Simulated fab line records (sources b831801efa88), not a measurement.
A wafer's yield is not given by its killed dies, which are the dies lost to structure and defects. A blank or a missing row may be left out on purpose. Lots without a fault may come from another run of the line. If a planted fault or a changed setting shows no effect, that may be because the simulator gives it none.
fab line records | flow sfq-line
record: lots: 14 wafers: 42 last-day: 93
route steps=325 shown M7@293
lots untouched by any fault: they come from a run of this same line in which no faults occurred
start-h: hours from the record's first day to the start of the lot's first wafer shown | wait-h: how many hours have passed since the lot's step before this one | " the same as in the row above | L1.1+2: several wafers, shown together as one row | - no value, or no start given | * or withheld: withheld | < > ~ a bound
route shown NAME@n: NAME is a module with steps in the file, n the number in the route of the first one | usual: mean and standard deviation over wafers with no fault | same: alike in all rows | chamber/n: place in a boat | sites: each site's reading | _std_site: standard deviation across them | _edge_site: mean of outer sites minus mean of inner sites | radius-mm: how far each site lies from the wafer's centre | mask NAME#n: copy n | behind: tool/chamber where the wafer was last shaped | hold: why the lot went on hold/how many hours it stayed there/how the hold came to an end | device: which transistor (n, p or np) failed to switch | end of line: tests run on the same wafers once the route is complete | step lacking rows: just its recipe | killed: count of dies lost to structure and defects at first sort (not the wafer's yield) | map: the dies of a wafer, with x for killed, . for not killed, _ for no die there
set.NAME: the setting as run; set.NAME@STEP: as run at that earlier step | model.NAME: the simulator's own value behind a step, which no gauge read
one table for each step of the route and one row for each wafer, over a sample of lots
services: a tool's chamber out of use, with start hour (start-h, from the record's first day; less than 0 if before it), hours out, and reason
== steps ==
step: SFQ_TRILAYER_M7_ETCH_METAL_ETCH_180
recipe: target: Nb stop-on: SiO2 mask-material: PR chemistry: Cl2/Ar target-depth-nm: 240 icp-w: 600 bias-w: 80 pressure-mtorr: 10 time-s: 120
usual: drypump-motor-current-A: 6.1/0.47 oes-product-au: 0.897/0.0062 run-length-s: 148.7/1.1
columns lot.wafer tool chamber start-h wait-h drypump-motor-current-A oes-product-au rf-hours-counter-h run-length-s
L247.2 rie-metal-02 1 1856.07 0.0 6.8 0.892 111 148.4
L247.3 " 0 " " 6.4 0.894 - 149.0
L247.6 " 1 " " 6.8 0.884 - 148.0
L249.2 rie-metal-02 0 1889.69 0.1 6.4 0.904 55 151.4
L249.3 " 1 " " 6.8 0.891 - 150.8
L249.6 " 0 " " 6.4 0.893 - 151.6
L251.4 rie-metal-01 0 1961.27 0.1 5.8 0.898 - 148.0
L251.5 " 1 " " 5.9 0.900 - 148.4
L251.6 " 0 " " 5.8 0.889 - 148.1
L253.1 rie-metal-02 1 1972.03 0.0 6.8 0.885 131 147.9
L253.3 " 0 " " 6.4 0.898 - 148.4
L253.4 " 1 " " 6.8 0.890 - 148.7
L254.1 rie-metal-02 1 1974.43 0.0 6.8 0.866 132 155.7
L254.2 " 0 " " 6.4 0.906 70 149.0
L254.5 " 1 " " 6.8 0.873 - 155.5
L257.2 rie-metal-02 1 1981.46 0.0 6.8 0.895 133 148.1
L257.3 " 0 " " 6.4 0.894 - 148.4
L257.5 " 1 " " 6.8 0.865 - 155.7
L261.1 rie-metal-01 0 1987.48 0.1 5.7 0.892 131 148.0
L261.3 " 1 " " 5.9 0.902 - 149.2
L261.4 " 0 " " 5.7 0.890 - 148.6
L263.3 rie-metal-03 0 1993.67 0.1 5.4 0.901 - 148.2
L263.4 " 0 " " 5.4 0.897 - 148.4
L263.5 " 0 " " 5.4 0.893 - 148.2
L264.4 rie-metal-03 1 1995.90 0.1 6.3 0.902 - 148.1
L264.5 " 0 " " 5.4 0.895 - 147.9
L264.6 " 1 " " 6.3 0.896 - 148.3
L265.2 rie-metal-01 1 2045.95 0.1 5.9 0.885 - 148.6
L265.3 " 1 " " 5.9 0.893 - 148.3
L265.4 " 1 " " 5.9 0.890 - 148.2
L266.4 rie-metal-03 0 2050.69 0.1 5.4 0.901 - 148.3
L266.5 " 1 " " 6.3 0.897 - 148.4
L266.6 " 0 " " 5.4 0.903 - 148.1
L267.2 rie-metal-03 0 2057.85 0.0 5.4 0.902 54 148.1
L267.4 " 1 " " 6.3 0.906 - 148.1
L267.5 " 0 " " 5.4 0.901 - 148.1
L269.1 rie-metal-02 0 2068.65 0.0 6.4 0.910 90 148.4
L269.3 " 0 " " 6.4 0.911 - 148.7
L269.6 " 1 " " 6.8 0.909 - 148.6
L270.1 rie-metal-03 1 2070.85 0.0 6.3 0.899 8 148.3
L270.3 " 1 " " 6.3 0.901 - 148.0
L270.4 " 0 " " 5.4 0.902 - 148.2
== services ==
columns tool chamber start-h hours kind
rie-metal-02 - 1832.20 5.5 repair
rie-metal-02 - 1888.52 0.1 repair
rie-metal-01 - 1907.73 1.6 repair
rie-metal-03 1 2001.34 - clean
rie-metal-03 1 2001.34 - consumable-replace:focus-ring
rie-metal-03 1 2001.34 23.0 scheduled-down
rie-metal-03 1 2001.34 23.0 vent-cycle
rie-metal-02 1 2025.05 - clean
rie-metal-02 1 2025.05 31.9 scheduled-down
rie-metal-02 1 2025.05 31.9 vent-cycle
rie-metal-01 0 2043.28 - clean
rie-metal-01 0 2043.28 24.1 scheduled-down
rie-metal-01 0 2043.28 24.1 vent-cycle
rie-metal-02 - 2045.49 2.8 repair
== key ==
first-sign: step: SFQ_TRILAYER_M7_ETCH_METAL_ETCH_180 reading: run-length-s direction: up sigmas: 6.5 usual: * struck: *
effect: step: SFQ_TRILAYER_M7_ETCH_METAL_ETCH_180 reading: oes-product-au direction: down sigmas: 4.8 usual: 0.897 struck: 0.868
met-at SFQ_TRILAYER_M7_ETCH_METAL_ETCH_180
struck-lots L254,L257
struck-wafers L254.1,L254.5,L257.5
onset-between 1972.03 1974.43
fault: kind: process-parameter-drift tool: rie-metal-02 chamber: - onset-h: 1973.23 steps: SFQ_TRILAYER_M7_ETCH_METAL_ETCH_180 channel: time-s offset: * shape: step end-h: 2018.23 scope: struck-wafers-only acts-in: * stated: *
